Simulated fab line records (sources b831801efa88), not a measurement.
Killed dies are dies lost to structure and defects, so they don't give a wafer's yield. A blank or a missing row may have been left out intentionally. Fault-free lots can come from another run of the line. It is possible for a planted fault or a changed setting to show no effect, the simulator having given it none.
fab line records ; flow sky130
[record] lots = 12; wafers = 36; last_day = 50
route steps=708 shown VIA2@528 METAL3@533 CAPM@538 METAL4@632 PAD_OPEN@708
lots with no fault: from the same line, run without faults
start_h: hours from the record's opening day to when the first of the lot's shown wafers began ; wait_h: hours from the lot's prior step to this one ; " same as the row above ; L1.1+2: a row that stands for several wafers ; - value missing, or start not given ; * or withheld: withheld ; < > ~ a bound
route shown NAME@n: a module of which the file shows steps, and the number in the route of the first ; usual: average and standard deviation across the fault-free wafers ; same: alike in all rows ; chamber/n: place in a boat ; sites: per-site readings ; _std_site: the values' standard deviation ; _edge_site: mean of outer sites minus mean of inner sites ; radius_mm: for every site, how far away it sits from the centre of the wafer ; mask NAME#n: copy n ; behind: tool/chamber where the wafer was last shaped ; hold: why the lot went on hold/how many hours it stayed there/how the hold came to an end ; device: whichever transistor did not switch (one of n, p or np) ; end of line: tests run on the same wafers once the route is complete ; a step given without rows: its recipe and nothing more ; killed: dies that structure and defects cost at the first sort, which is not the same as the wafer's yield ; map: shows each die of a wafer: x if killed, . if not, _ if none is there
set.NAME: the setting as run; set.NAME@STEP: as run at that earlier step ; model.NAME: the simulator's own value behind a step, which no gauge read
the route's steps for a sample of lots (tables are steps, rows are wafers)
services: a tool's chamber out of use, with start hour (start_h, from the record's first day; less than 0 if before it), hours out, and reason
[[steps]]
[step SKY_VIA2_CVD_21]
[recipe] material = W; target_thk_nm = 420; time_s = 126.4; temp_c = 400; pressure_torr = 40
[usual] heater_power_w = 801/73
lot.wafer;tool;chamber;start_h;wait_h;heater_power_w
L427.1;cvd_w-02;0;862.03;0.0;787
L427.3;cvd_w-02;0;862.03;0.0;773
L427.4;cvd_w-02;1;862.03;0.0;763
L429.2;cvd_w-02;0;872.72;0.0;762
L429.3;cvd_w-02;0;872.72;0.0;770
L429.5;cvd_w-02;1;872.72;0.0;766
L431.3;cvd_w-02;0;895.12;0.1;786
L431.4;cvd_w-02;1;895.12;0.1;746
L431.5;cvd_w-02;1;895.12;0.1;762
L433.1;cvd_w-02;0;901.21;0.0;771
L433.3;cvd_w-02;1;901.21;0.0;760
L433.5;cvd_w-02;0;901.21;0.0;764
L439.2;cvd_w-02;1;951.30;0.0;778
L439.3;cvd_w-02;1;951.30;0.0;776
L439.5;cvd_w-02;1;951.30;0.0;772
L440.2;cvd_w-02;0;974.96;0.0;740
L440.5;cvd_w-02;0;974.96;0.0;775
L440.6;cvd_w-02;1;974.96;0.0;760
L441.1;cvd_w-01;0;975.14;0.0;791
L441.4;cvd_w-01;1;975.14;0.0;963
L441.6;cvd_w-01;1;975.14;0.0;976
L443.1;cvd_w-01;0;1002.40;0.0;805
L443.5;cvd_w-01;1;1002.40;0.0;989
L443.6;cvd_w-01;0;1002.40;0.0;791
L445.1;cvd_w-02;0;1003.08;0.0;775
L445.2;cvd_w-02;1;1003.08;0.0;742
L445.6;cvd_w-02;1;1003.08;0.0;777
L446.2;cvd_w-02;1;1006.92;0.0;777
L446.3;cvd_w-02;1;1006.92;0.0;777
L446.5;cvd_w-02;1;1006.92;0.0;776
L448.2;cvd_w-02;1;1023.14;0.0;783
L448.3;cvd_w-02;1;1023.14;0.0;758
L448.4;cvd_w-02;0;1023.14;0.0;773
L449.4;cvd_w-01;1;1027.28;0.1;952
L449.5;cvd_w-01;0;1027.28;0.1;808
L449.6;cvd_w-01;1;1027.28;0.1;956
[step SKY_METAL3_SPUTTER_01]
[recipe] material = TiN; target_thk_nm = 20; power_w = 6500; time_s = 16.7; chamber_pressure_pa = 0.4
[usual] cathode_dc_power_W = 6499.9/1.1; throttle_valve_pct = 29.8/0.98
lot.wafer;tool;chamber;start_h;wait_h;cathode_dc_power_W;throttle_valve_pct
L427.1;pvd_sputter-02;-;862.66;0.0;6501.2;28.2
L427.3;pvd_sputter-02;-;862.66;0.0;6499.3;30.1
L427.4;pvd_sputter-02;-;862.66;0.0;6499.1;28.2
L429.2;pvd_sputter-03;-;873.62;0.0;6499.8;30.1
L429.3;pvd_sputter-03;-;873.62;0.0;6500.1;30.1
L429.5;pvd_sputter-03;-;873.62;0.0;6499.8;30.1
L431.3;pvd_sputter-02;-;895.70;0.0;6501.5;30.9
L431.4;pvd_sputter-02;-;895.70;0.0;6499.5;30.1
L431.5;pvd_sputter-02;-;895.70;0.0;6500.6;28.5
L433.1;pvd_sputter-02;-;901.86;0.0;6498.4;28.8
L433.3;pvd_sputter-02;-;901.86;0.0;6501.9;28.1
L433.5;pvd_sputter-02;-;901.86;0.0;6501.5;28.2
L439.2;pvd_sputter-02;-;951.94;0.0;6499.7;30.3
L439.3;pvd_sputter-02;-;951.94;0.0;6496.8;28.8
L439.5;pvd_sputter-02;-;951.94;0.0;6501.6;28.3
L440.2;pvd_sputter-04;-;975.59;0.0;6500.0;30.0
L440.5;pvd_sputter-04;-;975.59;0.0;6501.2;28.9
L440.6;pvd_sputter-04;-;975.59;0.0;6501.2;31.1
L441.1;pvd_sputter-02;-;975.84;0.0;6500.2;30.9
L441.4;pvd_sputter-02;-;975.84;0.0;6500.6;30.3
L441.6;pvd_sputter-02;-;975.84;0.0;6501.7;30.8
L443.1;pvd_sputter-02;-;1003.04;0.0;6501.0;28.3
L443.5;pvd_sputter-02;-;1003.04;0.0;6499.3;28.4
L443.6;pvd_sputter-02;-;1003.04;0.0;6501.1;30.0
L445.1;pvd_sputter-02;-;1004.01;0.0;6501.1;30.6
L445.2;pvd_sputter-02;-;1004.01;0.0;6501.3;28.3
L445.6;pvd_sputter-02;-;1004.01;0.0;6500.6;28.1
L446.2;pvd_sputter-02;-;1007.56;0.0;6500.5;30.3
L446.3;pvd_sputter-02;-;1007.56;0.0;6500.1;30.5
L446.5;pvd_sputter-02;-;1007.56;0.0;6500.1;30.3
L448.2;pvd_sputter-02;-;1023.78;0.0;6500.7;28.5
L448.3;pvd_sputter-02;-;1023.78;0.0;6499.7;30.5
L448.4;pvd_sputter-02;-;1023.78;0.0;6499.7;28.2
L449.4;pvd_sputter-04;-;1028.18;0.0;6497.5;28.8
L449.5;pvd_sputter-04;-;1028.18;0.0;6497.7;29.0
L449.6;pvd_sputter-04;-;1028.18;0.0;6500.1;31.2
[step SKY_CAPM_THK_MEAS_01]
[recipe] reads = SiO2_of_CAPM_CVD_00
[usual] CAPM_CVD_00_THK = 15.50/0.21
lot.wafer;tool;chamber;start_h;wait_h;CAPM_CVD_00_THK[nm]
L427.1;film_metro-01;-;862.82;-;15.42
L427.3;film_metro-01;-;862.82;-;15.39
L427.4;film_metro-01;-;862.82;-;15.43
L429.2;film_metro-04;-;873.79;-;15.64
L429.3;film_metro-04;-;873.79;-;15.52
L429.5;film_metro-04;-;873.79;-;15.71
L431.3;film_metro-04;-;895.88;-;15.30
L431.4;film_metro-04;-;895.88;-;16.01
L431.5;film_metro-04;-;895.88;-;15.53
L433.1;film_metro-04;-;902.01;-;15.49
L433.3;film_metro-04;-;902.01;-;15.35
L433.5;film_metro-04;-;902.01;-;15.83
L439.2;film_metro-01;-;952.10;-;15.22
L439.3;film_metro-01;-;952.10;-;14.94
L439.5;film_metro-01;-;952.10;-;15.41
L440.2;film_metro-03;-;975.75;-;15.54
L440.5;film_metro-03;-;975.75;-;15.89
L440.6;film_metro-03;-;975.75;-;15.61
L441.1;film_metro-03;-;975.99;-;15.73
L441.4;film_metro-03;-;975.99;-;15.80
L441.6;film_metro-03;-;975.99;-;15.63
L443.1;film_metro-01;-;1003.23;-;15.49
L443.5;film_metro-01;-;1003.23;-;15.45
L443.6;film_metro-01;-;1003.23;-;15.66
L445.1;film_metro-04;-;1004.17;-;15.12
L445.2;film_metro-04;-;1004.17;-;15.19
L445.6;film_metro-04;-;1004.17;-;15.24
L446.2;film_metro-04;-;1007.73;-;15.51
L446.3;film_metro-04;-;1007.73;-;15.53
L446.5;film_metro-04;-;1007.73;-;15.74
L448.2;film_metro-04;-;1023.94;-;15.27
L448.3;film_metro-04;-;1023.94;-;15.45
L448.4;film_metro-04;-;1023.94;-;15.76
L449.4;film_metro-03;-;1028.37;-;15.54
L449.5;film_metro-03;-;1028.37;-;15.66
L449.6;film_metro-03;-;1028.37;-;15.58
[step SKY_METAL4_ETCH_16]
[recipe] chemistry = N2/H2; target = BARC; ion_energy_ev = 200; bias_w = 100; pressure_mtorr = 30; n2_flow_sccm = 100; h2_flow_sccm = 200; icp_w = 500; stop_on = SiO2; time_s = 88.2; target_depth_a = 600
[usual] bias_w = 100.02/0.25; drypump_motor_current_A = 5.9/0.54; oes_product_au = 0.625/0.0045; throttle_valve_pct = 13.204/0.0089
lot.wafer;tool;chamber;start_h;wait_h;bias_w;drypump_motor_current_A;oes_product_au;rf_hours_counter_h;throttle_valve_pct
L427.1;rie_metal-03;0;988.37;0.0;99.94;6.1;0.635;16;13.224
L427.3;rie_metal-03;1;988.37;0.0;99.85;5.6;0.627;-;13.200
L427.4;rie_metal-03;0;988.37;0.0;100.16;6.1;0.622;-;13.204
L429.2;rie_metal-03;0;1001.62;0.0;78.43;6.1;0.626;17;13.190
L429.3;rie_metal-03;1;1001.62;0.0;100.15;5.6;0.624;-;13.186
L429.5;rie_metal-03;0;1001.62;0.0;78.07;6.1;0.637;-;13.204
L431.3;rie_metal-01;1;1021.31;0.0;100.31;6.7;0.631;-;13.204
L431.4;rie_metal-01;0;1021.31;0.0;99.86;5.3;0.625;-;13.205
L431.5;rie_metal-01;0;1021.31;0.0;100.00;5.4;0.631;-;13.187
L433.1;rie_metal-03;0;1028.03;0.0;78.44;6.1;0.626;18;13.215
L433.3;rie_metal-03;0;1028.03;0.0;78.33;6.1;0.630;-;13.211
L433.5;rie_metal-03;0;1028.03;0.0;78.45;6.1;0.626;-;13.205
L439.2;rie_metal-01;0;1072.63;0.0;99.56;5.4;0.628;21;13.214
L439.3;rie_metal-01;0;1072.63;0.0;99.86;5.4;0.623;-;13.228
L439.5;rie_metal-01;1;1072.63;0.0;99.81;6.8;0.624;-;13.201
L440.2;rie_metal-03;0;1091.83;0.0;99.79;6.1;0.625;20;13.191
L440.5;rie_metal-03;1;1091.83;0.0;100.07;5.6;0.623;-;13.220
L440.6;rie_metal-03;0;1091.83;0.0;100.13;6.1;0.621;-;13.199
L441.1;rie_metal-03;0;1093.88;0.0;99.83;6.1;0.624;20;13.181
L441.4;rie_metal-03;1;1093.88;0.0;100.14;5.6;0.632;-;13.223
L441.6;rie_metal-03;1;1093.88;0.0;99.95;5.6;0.618;-;13.196
L443.1;rie_metal-01;0;1115.32;0.0;99.64;5.4;0.625;25;13.202
L443.5;rie_metal-01;1;1115.32;0.0;100.11;6.8;0.634;-;13.209
L443.6;rie_metal-01;0;1115.32;0.0;99.54;5.4;0.615;-;13.206
L445.1;rie_metal-04;1;1116.77;0.0;100.26;5.2;0.622;25;13.199
L445.2;rie_metal-04;0;1116.77;0.0;100.36;5.9;0.625;12;13.206
L445.6;rie_metal-04;1;1116.77;0.0;99.84;5.2;0.624;-;13.207
L446.2;rie_metal-03;0;1119.62;0.0;100.14;6.1;0.625;22;13.197
L446.3;rie_metal-03;1;1119.62;0.0;99.91;5.6;0.618;-;13.199
L446.5;rie_metal-03;0;1119.62;0.0;100.19;6.1;0.626;-;13.202
L448.2;rie_metal-04;0;1132.32;0.0;100.19;6.0;0.619;13;13.199
L448.3;rie_metal-04;0;1132.32;0.0;100.25;6.0;0.622;-;13.202
L448.4;rie_metal-04;1;1132.32;0.0;100.18;5.2;0.613;-;13.206
L449.4;rie_metal-03;1;1138.08;0.1;100.11;5.6;0.621;-;13.213
L449.5;rie_metal-03;0;1138.08;0.1;100.01;6.1;0.620;-;13.201
L449.6;rie_metal-03;1;1138.08;0.1;100.07;5.6;0.622;-;13.203
[step SKY_PAD_OPEN_PROBE_99]
[usual] defect_limited_yield = 83.0/1.9; killed_at_M0_to_M3 = 43/6.9; killed_at_M4_up = 3.1/1.9; killed_at_contacts = 24/5.4; killed_at_front_end = 14/4.3; killed_at_other = 0.3/0.53; killed_dies = 84/9.5; killed_open = 46/6.8; killed_short = 38/6; sort_bin_3_pad_short = 0.9/0.46; sort_bin_5_function = 10.0/1.4; sort_bin_6_memory = 6.1/1.1; sort_n_pass = 408/9.5; sort_yield_pct = 83.0/1.9
[same] gross_dies = 492; killed_at_back_side = 0; sort_bin_4_leakage[%] = 0; sort_bin_8_speed[%] = 0
lot.wafer;tool;chamber;start_h;wait_h;defect_limited_yield[%];killed_at_M0_to_M3;killed_at_M4_up;killed_at_contacts;killed_at_front_end;killed_at_other;killed_dies;killed_open;killed_short;sort_bin_3_pad_short[%];sort_bin_5_function[%];sort_bin_6_memory[%];sort_n_pass;sort_yield_pct[%]
L443.1;prober-01;-;1192.94;0.1;85.6;35;2;23;11;0;71;44;27;0.2;7.5;6.7;421;85.6
L443.5;prober-01;-;1193.14;0.2;82.7;39;4;35;7;0;85;52;33;0.2;10.4;6.7;407;82.7
L443.6;prober-01;-;1193.19;0.2;80.5;54;1;27;14;0;96;58;38;0.4;11.6;7.5;396;80.5
L449.4;prober-02;-;1211.40;0.2;85.2;40;3;17;12;1;73;40;30;0.2;8.7;5.9;419;85.2
L449.5;prober-02;-;1211.45;0.2;85.2;37;3;21;11;1;73;40;32;1.2;8.5;5.1;419;85.2
L449.6;prober-02;-;1211.50;0.2;86.4;45;1;14;7;0;67;39;28;1.4;8.1;4.1;425;86.4
// killed by level:class
L443.1 VIA1:geometric_particle:open=12 CONTACT:geometric_particle:short=7 CONTACT:geometric_particle:open=7 LI_CONTACT:geometric_particle:open=6 FIELD_ISO:geometric_particle:open=5 VIA1:geometric_particle:short=5 VIA2:geometric_particle:open=5 METAL1:geometric_particle:short=4
L443.5 CONTACT:geometric_particle:open=17 VIA1:geometric_particle:open=10 LI_CONTACT:geometric_particle:open=7 VIA1:geometric_particle:short=7 VIA3:geometric_particle:open=7 METAL2:geometric_particle:short=6 CONTACT:geometric_particle:short=4 LOCAL_INTERCONNECT:geometric_particle:open=3
L443.6 VIA1:geometric_particle:open=12 LI_CONTACT:geometric_particle:open=10 CONTACT:geometric_particle:open=9 VIA2:geometric_particle:open=9 VIA3:geometric_particle:open=7 METAL1:geometric_particle:short=6 FIELD_ISO:geometric_particle:open=5 METAL2:geometric_particle:short=5
L449.4 LI_CONTACT:geometric_particle:open=7 VIA1:geometric_particle:open=7 VIA2:geometric_particle:open=7 VIA3:geometric_particle:open=6 LOCAL_INTERCONNECT:geometric_particle:short=5 VIA1:geometric_particle:short=5 FIELD_ISO:geometric_particle:open=4 METAL1:geometric_particle:short=4
L449.5 VIA1:geometric_particle:open=9 VIA2:geometric_particle:open=6 CONTACT:geometric_particle:short=6 CONTACT:geometric_particle:open=6 VIA3:geometric_particle:open=6 LI_CONTACT:geometric_particle:open=5 VIA3:geometric_particle:short=4 FIELD_ISO:geometric_particle:short=3
L449.6 VIA1:geometric_particle:open=14 VIA3:geometric_particle:open=6 VIA2:geometric_particle:open=5 METAL1:geometric_particle:short=4 METAL2:geometric_particle:short=4 VIA3:geometric_particle:short=4 LI_CONTACT:geometric_particle:open=3 LOCAL_INTERCONNECT:geometric_particle:short=3
[[services]]
tool;chamber;start_h;hours;kind
rie_metal-03;-;843.08;1.7;repair
rie_metal-01;1;843.88;13.7;repair
pvd_sputter-02;-;850.71;7.7;repair
pvd_sputter-04;-;851.90;3.4;repair
cvd_w-01;-;863.11;2.4;repair
rie_metal-04;0;868.21;-;clean
cvd_w-01;-;904.00;14.0;pm
cvd_w-01;0;904.00;14.0;vent_cycle
cvd_w-01;1;904.00;14.0;vent_cycle
cvd_w-02;0;914.75;16.9;repair
cvd_w-01;0;918.00;-;clean
cvd_w-01;1;918.00;-;clean
pvd_sputter-04;-;930.40;5.9;repair
pvd_sputter-03;-;938.90;3.0;repair
pvd_sputter-03;-;974.23;3.2;repair
pvd_sputter-02;-;986.64;3.1;repair
rie_metal-04;-;1028.83;28.1;pm
rie_metal-03;-;1046.07;28.1;pm
cvd_w-01;-;1068.67;3.8;pm
cvd_w-01;-;1073.62;6.0;pm
pvd_sputter-04;-;1078.37;1.7;repair
cvd_w-01;-;1082.00;1.6;repair
pvd_sputter-04;-;1093.93;3.8;repair
cvd_w-02;-;1104.27;0.9;repair
[[key]]
[first_sign] step = SKY_METAL4_ETCH_16; reading = bias_w; direction = down; sigmas = 86; usual = 100.02; struck = 78.34
effect none on later readings
met_at SKY_METAL4_ETCH_16
struck_lots L429,L433
struck_wafers L429.2,L429.5,L433.1,L433.3,L433.5
not_acting_at SKY_VIA2_CVD_21,SKY_METAL3_SPUTTER_01,SKY_CAPM_THK_MEAS_01
onset_between 988.37 1001.62
[fault] kind = process_parameter_drift; tool = rie_metal-03; chamber = 0; onset_h = 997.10; steps = SKY_METAL4_ETCH_16; channel = bias_w; offset = -21.695; shape = step; end_h = 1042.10; acts_in = these_recipes_only; stated = 100
